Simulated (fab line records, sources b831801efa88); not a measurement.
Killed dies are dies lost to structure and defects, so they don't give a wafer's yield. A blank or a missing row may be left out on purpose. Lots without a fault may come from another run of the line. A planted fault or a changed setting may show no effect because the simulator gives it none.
Chamber matching | flow sky130 | SKY_POLY_CUT_ETCH_11 on rie_diel-01: 3 sister chambers
The step etches Si3N4 in CF4/CH2F2/Ar, stops on poly-Si, time 42.5 s, target depth 60 nm. 6 wafers are shown with their chamber, then 8 later ones without.

WAFERS WITH THEIR CHAMBER
wafer  | chamber | oes_product_au (a.u.) | throttle_valve_pct (%)
L080.6 | 0       | 0.832                 | 14.983
L081.3 | 0       | 0.837                 | 14.993
L083.5 | 1       | 0.830                 | 14.985
L088.1 | 1       | 0.833                 | 14.992
L088.3 | 2       | 0.837                 | 14.971
L088.4 | 2       | 0.833                 | 15.004

WAFERS WITHOUT THEIR CHAMBER
wafer  | oes_product_au (a.u.) | throttle_valve_pct (%)
L093.4 | 0.824                 | 14.989
L093.5 | 0.821                 | 14.988
L094.3 | 0.823                 | 14.985
L094.4 | 0.830                 | 15.010
L094.6 | 0.825                 | 15.000
L096.2 | 0.837                 | 14.997
L096.4 | 0.826                 | 14.988
L096.6 | 0.835                 | 15.000

WHICH CHAMBER EACH WENT THROUGH
wafer  | from the rows above          | in truth
L093.4 | can't be placed: 1 or 0 or 2 | 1
L093.5 | can't be placed: 1 or 0 or 2 | 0
L094.3 | can't be placed: 1 or 0 or 2 | 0
L094.4 | can't be placed: 1 or 0 or 2 | 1
L094.6 | can't be placed: 1 or 0 or 2 | 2
L096.2 | can't be placed: 2 or 0 or 1 | 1
L096.4 | can't be placed: 1 or 0 or 2 | 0
L096.6 | can't be placed: 0 or 2 or 1 | 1
Placed correctly: 0 of 8. Can't be placed from these rows: 8 (the true chamber is among the candidates in 8). Placed wrongly: 0.
How it was worked out, from the rows above alone: a wafer's distance from a chamber is the root of the sum, over the readings, of the square of ((its reading less the chamber's mean) divided by the reading's scatter). The wafer belongs to the nearest chamber; if the next one is less than 2 further off, it can't be placed. A chamber's mean is the mean of its shown wafers. The scatter: the root of (the sum of the squares of (reading less its chamber's mean) over the shown wafers, divided by (wafers less chambers)).
